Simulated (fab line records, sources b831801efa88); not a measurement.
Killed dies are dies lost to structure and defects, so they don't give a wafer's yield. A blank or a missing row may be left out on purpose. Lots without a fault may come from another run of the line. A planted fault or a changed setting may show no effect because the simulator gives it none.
Tool commonality check | flow gf180mcu | 11 lots, 42 wafers sampled

WHY IT WAS OPENED
At GF_VT_IMPLANT_RS_MEAS_46 the reading MVSD_RS is flagged on 3 of 11 lots. Wafers without a fault read 456.9 ohm/sq, standard deviation 1.1.
Rule: a lot is flagged when every wafer of it that has a number lies more than 4 standard deviations from that mean, or none has a number. The other lots count as sound.

lot  | measured     | on            | MVSD_RS (ohm/sq), wafer by wafer    | flag
L428 | day 7 20:34  | film_metro-03 | 457.0 457.0 457.4                   |
L429 | day 8 09:41  | film_metro-03 | 456.3 456.3 455.6                   |
L430 | day 8 10:02  | film_metro-02 | 457.9 457.1 457.2                   |
L432 | day 8 22:32  | film_metro-04 | 455.2 455.4 453.6                   |
L434 | day 9 14:05  | film_metro-03 | 457.4 456.9 456.8                   |
L435 | day 9 17:30  | film_metro-04 | 456.1 455.7 457.2                   |
L439 | day 10 23:22 | film_metro-02 | 457.1 457.0 457.6                   |
L440 | day 11 04:57 | film_metro-03 | 470.3 472.2 471.0 470.1 470.9 470.5 | FLAGGED
L442 | day 11 17:46 | film_metro-03 | 469.9 468.5 468.9 468.9 469.7 468.8 | FLAGGED
L443 | day 12 02:16 | film_metro-04 | 467.9 467.9 467.2 468.3 469.0 467.0 | FLAGGED
L445 | day 12 13:01 | film_metro-02 | 457.4 457.4 457.8                   |
The numbers of the flagged lots are 469.3 ohm/sq on average: +12.4 ohm/sq against the usual, or +11 standard deviations.

WHICH TOOL RAN EACH LOT
The record holds 2 process steps before the reading, out of a route of 602 steps. In each cell: the tool, then ch and the chambers that the sampled wafers went through, then the start.
lot  | flag    | GF_MVSD_IMPLANT_08             | GF_MVSD_STRIP_10
L428 |         | implanter-02 ch 0, day 4 16:37 | plasma_asher-01 ch 0,1, day 4 16:55
L429 |         | implanter-01 ch 0, day 5 03:48 | plasma_asher-01 ch 0,1, day 5 04:05
L430 |         | implanter-02 ch 0, day 5 04:04 | plasma_asher-04 ch 0, day 5 04:22
L432 |         | implanter-01 ch 0, day 5 14:41 | plasma_asher-04 ch 0,1, day 5 14:58
L434 |         | implanter-01 ch 0, day 6 03:10 | plasma_asher-03 ch 0,1, day 6 03:28
L435 |         | implanter-02 ch 0, day 6 08:29 | plasma_asher-04 ch 0,1, day 6 08:46
L439 |         | implanter-04 ch 0, day 7 09:58 | plasma_asher-03 ch 0,1, day 7 10:15
L440 | FLAGGED | implanter-01 ch 0, day 7 14:04 | plasma_asher-04 ch 0,1, day 7 14:22
L442 | FLAGGED | implanter-01 ch 0, day 8 01:01 | plasma_asher-03 ch 0,1, day 8 01:19
L443 | FLAGGED | implanter-01 ch 0, day 8 07:37 | plasma_asher-04 ch 0,1, day 8 07:55
L445 |         | implanter-02 ch 0, day 8 18:22 | plasma_asher-01 ch 0,1, day 8 18:39
What these steps do:
- GF_MVSD_IMPLANT_08
- GF_MVSD_STRIP_10: strips in O2/N2.
- GF_VT_IMPLANT_RS_MEAS_46: measures by four-point-probe.

FLAGGED OVER TOTAL, TOOL BY TOOL (the gauges that took the reading come last)
step                     | tool            | lots run | flagged | share of the flagged lots | sound lots run after its first flagged lot
GF_MVSD_IMPLANT_08       | implanter-01    | 6        | 3       | all                       | 0
GF_MVSD_IMPLANT_08       | implanter-02    | 4        | 0       | none                      | -
GF_MVSD_IMPLANT_08       | implanter-04    | 1        | 0       | none                      | -
GF_MVSD_STRIP_10         | plasma_asher-01 | 3        | 0       | none                      | -
GF_MVSD_STRIP_10         | plasma_asher-03 | 3        | 1       | some                      | 0
GF_MVSD_STRIP_10         | plasma_asher-04 | 5        | 2       | some                      | 0
GF_VT_IMPLANT_RS_MEAS_46 | film_metro-02   | 3        | 0       | none                      | -
GF_VT_IMPLANT_RS_MEAS_46 | film_metro-03   | 5        | 2       | some                      | 0
GF_VT_IMPLANT_RS_MEAS_46 | film_metro-04   | 3        | 1       | some                      | 0

WHAT THE TABLE ALLOWS
1 row of the table ran every flagged lot: implanter-01 at GF_MVSD_IMPLANT_08.
- implanter-01 at GF_MVSD_IMPLANT_08: 3 of its 6 lots flagged. Its last sound lot is L434 (day 6 03:10), its first flagged lot L440 (day 7 14:04): a fault that began between those two fits. Its own readings lie more than 4 standard deviations out on every wafer of the flagged lots: beam_energy_keV.
One tool is left: implanter-01 at GF_MVSD_IMPLANT_08.

WHAT THE SIMULATOR HAD PUT IN
Process parameter drift: implanter-01, from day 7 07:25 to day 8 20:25, at GF_MVSD_IMPLANT_08. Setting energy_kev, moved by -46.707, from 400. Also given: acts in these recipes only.
Lots struck among those shown: L440, L442, L443. The rule above found the same.
